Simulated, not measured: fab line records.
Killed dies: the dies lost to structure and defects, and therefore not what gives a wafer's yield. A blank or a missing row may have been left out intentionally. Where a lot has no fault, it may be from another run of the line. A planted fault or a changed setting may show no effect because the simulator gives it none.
Matching of chambers -- flow sky130 -- rie_diel-04 running SKY_VIA4_ETCH_12: 4 sister chambers
The step etches SiO2 in C4F8/O2/Ar, stops on TiN, target depth 580 nm. 14 wafers are shown with their chamber, then 7 later ones without.

WAFERS PAIRED WITH THEIR CHAMBERS
wafer,chamber,oes_product_au (a.u.)
L101.1,2,0.923
L101.4,0,0.921
L101.5,3,0.936
L105.2,3,0.926
L105.5,2,0.932
L105.6,1,0.922
L106.2,0,0.925
L106.3,1,0.927
L106.4,3,0.927
L107.4,3,0.930
L107.5,1,0.922
L107.6,0,0.920
L108.1,0,0.920
L108.2,3,0.921

SIGNATURES (means of the wafers above)
reading,chamber 0,chamber 1,chamber 2,chamber 3,scatter within a chamber
oes_product_au,0.92150,0.92367,0.92750,0.92800,0.00443
Rule: distance of a wafer from a chamber = root of the sum over the readings of ((wafer's reading minus chamber's mean) / reading's scatter) squared. The wafer belongs to the nearest chamber; if the next one is less than 2 further off, it can't be placed. The scatter: take each reading less its chamber's mean, square it, sum over the shown wafers, divide by the number of wafers less the number of chambers, and take the root.

WAFERS WHOSE CHAMBER IS MISSING
wafer,oes_product_au (a.u.)
L108.5,0.925
L109.2,0.924
L109.4,0.929
L109.6,0.936
L118.1,0.928
L118.3,0.925
L118.4,0.925

WHICH CHAMBER EACH ONE RAN IN
wafer,from the rows above,in truth
L108.5,can't be placed: 1 or 2 or 3 or 0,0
L109.2,can't be placed: 1 or 0 or 2 or 3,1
L109.4,can't be placed: 3 or 2 or 1 or 0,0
L109.6,can't be placed: 3 or 2 or 1 or 0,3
L118.1,can't be placed: 3 or 2 or 1 or 0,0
L118.3,can't be placed: 1 or 2 or 3 or 0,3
L118.4,can't be placed: 1 or 2 or 3 or 0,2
Correct placement for 0 of the 7. From these rows, 7 cannot be placed; in 7 the true chamber is one of the candidates. Number placed wrongly: 0.
